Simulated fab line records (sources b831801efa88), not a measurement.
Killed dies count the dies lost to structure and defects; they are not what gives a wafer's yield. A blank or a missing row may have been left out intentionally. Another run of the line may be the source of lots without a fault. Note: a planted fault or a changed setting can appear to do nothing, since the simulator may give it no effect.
8D (eight disciplines) problem report, filled in by code ; flow gf180mcu ; the parts of the form that need people (team, actions taken, sign-off) are left out

## 1. THE ISSUE
Mean of rf fwd power W at GF_POLY_GATE_ETCH_12: 292.5 W across 2 wafers in 2 lots; on wafers with no fault it is 495.7 W (standard deviation 1.8). So: -99 or more standard deviations from the usual mean.
The step: etches BARC in N2/H2.
The first sign was on wafer L431.1 at day 13 22:13, on rie diel-03. At this step, 39 wafers from 13 lots have a number in the record. Rule for "out" (also "out of limits"): further than 4 standard deviations from the usual mean. The rest of the wafers with a number are treated as sound.

## 2. WHAT IT IS; WHAT IT IS NOT
question;is;is not
which readings at this step;rf fwd power W;drypump motor current A, oes product au, throttle valve pct
which lots;L431, L435;L417, L419, L420, L421, L422, L423, L426, L428, L430, L436, L438
which wafers of those lots;L431.1, L435.3;L431.2, L431.3, L435.2, L435.6
read on which tools;rie diel-03;rie diel-02, rie diel-04
when;from day 13 22:13;"up to then (29 sound wafers); but 8 sound wafers of L435, L436, L438 came after"

## 3. THE SUSPECTS, EACH WITH WHAT RULES IT OUT
Counting: a tool at a process step up to the reading stays a suspect if it ran every lot that is out. Sound lots after the first of them don't rule it out here, since some wafers of a struck lot are sound.
- rie diel-03 at GF_POLY_GATE_ETCH_12 (etches BARC in N2/H2): kept. It ran every lot that is out, first L431 (day 13 22:13); its last sound lot up to then is L430 (day 13 14:19). Its own rf fwd power W readings are out on those wafers.
- Within rie diel-03 at GF_POLY_GATE_ETCH_12: the wafers that are out ran in chamber 1; their sound lot-mates ran in chambers 0, 3.
Left after counting: rie diel-03 at GF_POLY_GATE_ETCH_12.

## 4. THE CAUSE (what the simulator had put in)
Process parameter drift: rie diel-03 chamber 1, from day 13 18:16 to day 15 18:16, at GF_POLY_GATE_ETCH_12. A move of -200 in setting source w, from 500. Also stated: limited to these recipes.
Only this tool survived the counting.

## 5. THE EFFECT CHAIN, in route order
Rows list readings where the struck wafers' mean (over those with a number) sits beyond 3 standard deviations from the usual. Scope: only readings with a usual standard deviation given in the record; hours: median across lots of the time from each lot's start at the first step in this table that gives one to its start at this step; sigmas: change in usual standard deviations.
hours;step;reading;usual;on struck wafers;change;sigmas
0;GF_POLY_GATE_ETCH_12;rf fwd power W;495.7 W;292.5;-203.2;-99 or more
The process steps in it:
- GF_POLY_GATE_ETCH_12: etches BARC in N2/H2.
At these later measuring or inspecting steps, every struck wafer for which the step has a row has a number for every such reading, and none has moved that far: GF_POLY_GATE_CD_MEAS_18, GF_M1_OVL_MEAS_15, GF_V1_BOW_MEAS_05.

## 6. WHAT WOULD HAVE CAUGHT IT SOONER
First out-of-limits reading in this record: day 13 22:13, which is 4 hours after fault onset at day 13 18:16.
